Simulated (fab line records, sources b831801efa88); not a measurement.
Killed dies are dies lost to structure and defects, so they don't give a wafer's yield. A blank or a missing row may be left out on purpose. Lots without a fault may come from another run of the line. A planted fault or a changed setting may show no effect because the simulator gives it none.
Tool commonality check | flow gf180mcu | 12 lots, 36 wafers sampled

WHY IT WAS OPENED
At GF_HV_LDD_TW_MEAS_38 the reading HV_LDD_3_TW is flagged on 2 of 12 lots. Wafers without a fault read 1439, standard deviation 9.6.
Rule: a lot is flagged when every wafer of it that has a number lies more than 4 standard deviations from that mean, or none has a number. The other lots count as sound.

lot  | measured     | on            | HV_LDD_3_TW, wafer by wafer | flag
L391 | day 12 23:32 | film_metro-01 | 1583 1585 1585              | FLAGGED
L392 | day 13 04:59 | film_metro-04 | 1618 1617 1626              | FLAGGED
L400 | day 15 18:26 | film_metro-02 | 1438 1448 1444              |
L401 | day 16 00:04 | film_metro-02 | 1433 1450 1444              |
L402 | day 16 07:11 | film_metro-02 | 1442 1444 1435              |
L403 | day 16 16:28 | film_metro-01 | 1439 1436 1426              |
L404 | day 17 01:47 | film_metro-02 | 1431 1441 1433              |
L406 | day 18 10:38 | film_metro-02 | 1433 1436 1426              |
L407 | day 18 14:11 | film_metro-01 | 1439 1421 1430              |
L408 | day 18 17:05 | film_metro-01 | 1431 1427 1430              |
L409 | day 18 22:44 | film_metro-02 | 1442 1437 1431              |
L410 | day 19 07:25 | film_metro-02 | 1436 1434 1432              |
The numbers of the flagged lots are 1602 on average: +163 against the usual, or +17 standard deviations.

WHICH TOOL RAN EACH LOT
The record holds 2 process steps before the reading, out of a route of 602 steps. In each cell: the tool, then ch and the chambers that the sampled wafers went through, then the start.
lot  | flag    | GF_VT_IMPLANT_RTA_45             | GF_HV_LDD_COAT_14
L391 | FLAGGED | rtp_anneal-01 ch 0, day 8 21:23  | litho_track-04, day 11 17:52
L392 | FLAGGED | rtp_anneal-02 ch 0, day 9 00:50  | litho_track-02, day 11 23:29
L400 |         | rtp_anneal-02 ch 0, day 11 02:57 | litho_track-01 ch 0, day 14 09:31
L401 |         | rtp_anneal-02 ch 0, day 11 09:41 | litho_track-04 ch 0, day 14 15:19
L402 |         | rtp_anneal-02 ch 0, day 11 14:35 | litho_track-01 ch 0, day 14 21:16
L403 |         | rtp_anneal-02 ch 0, day 11 22:17 | litho_track-01 ch 0, day 15 06:05
L404 |         | rtp_anneal-02 ch 0, day 12 07:53 | litho_track-04 ch 0, day 15 14:58
L406 |         | rtp_anneal-02 ch 0, day 13 09:02 | litho_track-02 ch 0, day 16 21:40
L407 |         | rtp_anneal-01 ch 0, day 13 11:32 | litho_track-01 ch 0, day 17 01:44
L408 |         | rtp_anneal-02 ch 0, day 13 14:37 | litho_track-01 ch 0, day 17 04:37
L409 |         | rtp_anneal-01 ch 0, day 13 23:10 | litho_track-04 ch 0, day 17 09:55
L410 |         | rtp_anneal-01 ch 0, day 14 06:02 | litho_track-01 ch 0, day 17 17:59
What these steps do:
- GF_VT_IMPLANT_RTA_45: time 30 s.
- GF_HV_LDD_COAT_14: resist thk 1000 nm.
- GF_HV_LDD_TW_MEAS_38

FLAGGED OVER TOTAL, TOOL BY TOOL (the gauges that took the reading come last)
step                 | tool           | lots run | flagged | share of the flagged lots | sound lots run after its first flagged lot
GF_VT_IMPLANT_RTA_45 | rtp_anneal-01  | 4        | 1       | some                      | 3 (L407,L409,L410)
GF_VT_IMPLANT_RTA_45 | rtp_anneal-02  | 8        | 1       | some                      | 7 (L400,L401,L402,L403,L404,L406,L408)
GF_HV_LDD_COAT_14    | litho_track-01 | 6        | 0       | none                      | -
GF_HV_LDD_COAT_14    | litho_track-02 | 2        | 1       | some                      | 1 (L406)
GF_HV_LDD_COAT_14    | litho_track-04 | 4        | 1       | some                      | 3 (L401,L404,L409)
GF_HV_LDD_TW_MEAS_38 | film_metro-01  | 4        | 1       | some                      | 3 (L403,L407,L408)
GF_HV_LDD_TW_MEAS_38 | film_metro-02  | 7        | 0       | none                      | -
GF_HV_LDD_TW_MEAS_38 | film_metro-04  | 1        | 1       | some                      | 0

WHAT THE TABLE ALLOWS
No row of the table ran every flagged lot.

WHAT THE SIMULATOR HAD PUT IN
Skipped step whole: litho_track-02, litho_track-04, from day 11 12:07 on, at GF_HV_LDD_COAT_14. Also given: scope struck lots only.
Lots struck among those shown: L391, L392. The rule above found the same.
